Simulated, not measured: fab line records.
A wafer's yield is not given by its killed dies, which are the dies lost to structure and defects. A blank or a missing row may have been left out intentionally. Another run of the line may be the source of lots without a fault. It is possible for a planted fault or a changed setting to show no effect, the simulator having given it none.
Split-lot study || flow gf180mcu || 23 wafers read across 5 lots, on a route 602 steps long

## ABOUT THE SPLIT
At GF_V4_SPUTTER_22 (material TiN, target thk 10 nm, time 40 s), the setting power w was moved away from the recipe's 4000 W on 11 of the 23 wafers read, by -8.8% to +11.0%. For the rest of the wafers, this setting stayed at what the recipe calls for.

The split's own step is where the reading is taken.

## THE READING
TiN_of_V4_SPUTTER_22.thk nm (the simulator's own value, which no gauge read), in nm, at GF_V4_SPUTTER_22 (material TiN, target thk 10 nm, time 40 s). The file gives no usual value for it. Average 10.111 nm, standard deviation 0.13 nm, over the 12 wafers here run with the recipe.

{"wafer": "L076.1", "tool, chamber at the split": "pvd sputter-04, -", "power w as run, W": 3647, "against the recipe": "-8.8%", "TiN_of_V4_SPUTTER_22.thk nm, nm": 8.951, "against lot-mates on the recipe": -1.031}
{"wafer": "L076.3", "tool, chamber at the split": "pvd sputter-04, -", "power w as run, W": 3647, "against the recipe": "-8.8%", "TiN_of_V4_SPUTTER_22.thk nm, nm": 9.237, "against lot-mates on the recipe": -0.745}
{"wafer": "L076.4", "tool, chamber at the split": "pvd sputter-04, -", "power w as run, W": 4000, "against the recipe": "recipe", "TiN_of_V4_SPUTTER_22.thk nm, nm": 9.964, "against lot-mates on the recipe": "-"}
{"wafer": "L076.5", "tool, chamber at the split": "pvd sputter-04, -", "power w as run, W": 4000, "against the recipe": "recipe", "TiN_of_V4_SPUTTER_22.thk nm, nm": 10, "against lot-mates on the recipe": "-"}
{"wafer": "L076.6", "tool, chamber at the split": "pvd sputter-04, -", "power w as run, W": 3647, "against the recipe": "-8.8%", "TiN_of_V4_SPUTTER_22.thk nm, nm": 9.025, "against lot-mates on the recipe": -0.957}
{"wafer": "L077.1", "tool, chamber at the split": "pvd sputter-01, -", "power w as run, W": 4000, "against the recipe": "recipe", "TiN_of_V4_SPUTTER_22.thk nm, nm": 10.18, "against lot-mates on the recipe": "-"}
{"wafer": "L077.3", "tool, chamber at the split": "pvd sputter-01, -", "power w as run, W": 3804, "against the recipe": "-4.9%", "TiN_of_V4_SPUTTER_22.thk nm, nm": 9.825, "against lot-mates on the recipe": -0.380}
{"wafer": "L077.4", "tool, chamber at the split": "pvd sputter-01, -", "power w as run, W": 4000, "against the recipe": "recipe", "TiN_of_V4_SPUTTER_22.thk nm, nm": 10.23, "against lot-mates on the recipe": "-"}
{"wafer": "L077.5", "tool, chamber at the split": "pvd sputter-01, -", "power w as run, W": 3804, "against the recipe": "-4.9%", "TiN_of_V4_SPUTTER_22.thk nm, nm": 9.691, "against lot-mates on the recipe": -0.514}
{"wafer": "L077.6", "tool, chamber at the split": "pvd sputter-01, -", "power w as run, W": 3804, "against the recipe": "-4.9%", "TiN_of_V4_SPUTTER_22.thk nm, nm": 9.681, "against lot-mates on the recipe": -0.524}
{"wafer": "L079.1", "tool, chamber at the split": "pvd sputter-01, -", "power w as run, W": 4000, "against the recipe": "recipe", "TiN_of_V4_SPUTTER_22.thk nm, nm": 10.03, "against lot-mates on the recipe": "-"}
{"wafer": "L079.2", "tool, chamber at the split": "pvd sputter-01, -", "power w as run, W": 4000, "against the recipe": "recipe", "TiN_of_V4_SPUTTER_22.thk nm, nm": 10.06, "against lot-mates on the recipe": "-"}
{"wafer": "L079.3", "tool, chamber at the split": "pvd sputter-01, -", "power w as run, W": 4439, "against the recipe": "+11.0%", "TiN_of_V4_SPUTTER_22.thk nm, nm": 11.28, "against lot-mates on the recipe": "+1.167"}
{"wafer": "L079.4", "tool, chamber at the split": "pvd sputter-01, -", "power w as run, W": 4439, "against the recipe": "+11.0%", "TiN_of_V4_SPUTTER_22.thk nm, nm": 11.3, "against lot-mates on the recipe": "+1.187"}
{"wafer": "L079.5", "tool, chamber at the split": "pvd sputter-01, -", "power w as run, W": 4000, "against the recipe": "recipe", "TiN_of_V4_SPUTTER_22.thk nm, nm": 10.25, "against lot-mates on the recipe": "-"}
{"wafer": "L080.1", "tool, chamber at the split": "pvd sputter-01, -", "power w as run, W": 4365, "against the recipe": "+9.1%", "TiN_of_V4_SPUTTER_22.thk nm, nm": 11.17, "against lot-mates on the recipe": "+0.880"}
{"wafer": "L080.2", "tool, chamber at the split": "pvd sputter-01, -", "power w as run, W": 4000, "against the recipe": "recipe", "TiN_of_V4_SPUTTER_22.thk nm, nm": 10.36, "against lot-mates on the recipe": "-"}
{"wafer": "L080.4", "tool, chamber at the split": "pvd sputter-01, -", "power w as run, W": 4365, "against the recipe": "+9.1%", "TiN_of_V4_SPUTTER_22.thk nm, nm": 11.08, "against lot-mates on the recipe": "+0.790"}
{"wafer": "L080.5", "tool, chamber at the split": "pvd sputter-01, -", "power w as run, W": 4365, "against the recipe": "+9.1%", "TiN_of_V4_SPUTTER_22.thk nm, nm": 11.23, "against lot-mates on the recipe": "+0.940"}
{"wafer": "L080.6", "tool, chamber at the split": "pvd sputter-01, -", "power w as run, W": 4000, "against the recipe": "recipe", "TiN_of_V4_SPUTTER_22.thk nm, nm": 10.22, "against lot-mates on the recipe": "-"}
{"wafer": "L082.2", "tool, chamber at the split": "pvd sputter-02, -", "power w as run, W": 4000, "against the recipe": "recipe", "TiN_of_V4_SPUTTER_22.thk nm, nm": 10.05, "against lot-mates on the recipe": "-"}
{"wafer": "L082.5", "tool, chamber at the split": "pvd sputter-02, -", "power w as run, W": 4000, "against the recipe": "recipe", "TiN_of_V4_SPUTTER_22.thk nm, nm": 9.898, "against lot-mates on the recipe": "-"}
{"wafer": "L082.6", "tool, chamber at the split": "pvd sputter-02, -", "power w as run, W": 4000, "against the recipe": "recipe", "TiN_of_V4_SPUTTER_22.thk nm, nm": 10.09, "against lot-mates on the recipe": "-"}

FIT RESULTS
A straight line over all 23 wafers: TiN_of_V4_SPUTTER_22.thk nm changes by +0.11 nm for each +1% of power w; r = +0.98; the points scatter about the line by 0.13 nm.
The same after taking each lot's own level away (the mean of its wafers on the recipe; 23 wafers): +0.101 nm for each +1%; r = +0.99; scatter 0.084 nm.
According to that fit, moving power w by its largest amount changes the reading by 1.1 nm.
Across the lots, their own levels run from 9.9820 to 10.2900 nm, a range of 2.4 times the standard deviation given above.
So the lot-to-lot level changes the slope little: the two slopes agree.
Check: for one of the wafers moved furthest among these (+11.0%), held out of the fit, the line's prediction against its lot-mates is +1.1 nm. Against them it came out at +1.17 nm.

## ADDITIONAL SPLITS CARRIED BY THESE WAFERS
Before the reading, these wafers also passed through other splits. Each is held against what the fit with the lots' levels taken away leaves over:
{"other split on the same wafers": "GF_V2_PEB_12 peb temp c", "wafers away from the commonest value": 10, "r with TiN_of_V4_SPUTTER_22.thk nm (lot level and that fit taken away)": -0.28}
{"other split on the same wafers": "GF_V2_SPUTTER_21 time s", "wafers away from the commonest value": 6, "r with TiN_of_V4_SPUTTER_22.thk nm (lot level and that fit taken away)": -0.30}
{"other split on the same wafers": "GF_M3_SPUTTER_03 power w", "wafers away from the commonest value": 9, "r with TiN_of_V4_SPUTTER_22.thk nm (lot level and that fit taken away)": "+0.16"}
{"other split on the same wafers": "GF_M3_METAL_ETCH_16 icp w", "wafers away from the commonest value": 10, "r with TiN_of_V4_SPUTTER_22.thk nm (lot level and that fit taken away)": -0.10}
{"other split on the same wafers": "GF_V3_CMP_04 leave above ref nm", "wafers away from the commonest value": 7, "r with TiN_of_V4_SPUTTER_22.thk nm (lot level and that fit taken away)": -0.01}
{"other split on the same wafers": "GF_V3_DEVELOP_13 dev temp c", "wafers away from the commonest value": 10, "r with TiN_of_V4_SPUTTER_22.thk nm (lot level and that fit taken away)": "+0.08"}
{"other split on the same wafers": "GF_V3_SPUTTER_22 chamber pressure pa", "wafers away from the commonest value": 18, "r with TiN_of_V4_SPUTTER_22.thk nm (lot level and that fit taken away)": "+0.20"}
{"other split on the same wafers": "GF_M4_SPUTTER_04 time s", "wafers away from the commonest value": 11, "r with TiN_of_V4_SPUTTER_22.thk nm (lot level and that fit taken away)": -0.02}
{"other split on the same wafers": "GF_V4_CMP_04 leave above ref nm", "wafers away from the commonest value": 9, "r with TiN_of_V4_SPUTTER_22.thk nm (lot level and that fit taken away)": "+0.33"}
{"other split on the same wafers": "GF_V4_ETCH_16 ion energy ev", "wafers away from the commonest value": 10, "r with TiN_of_V4_SPUTTER_22.thk nm (lot level and that fit taken away)": "+0.22"}

## FILE'S OWN FIT
TiN_of_V4_SPUTTER_22.thk nm changes by +0.102 nm for each +1% of power w, r = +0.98.
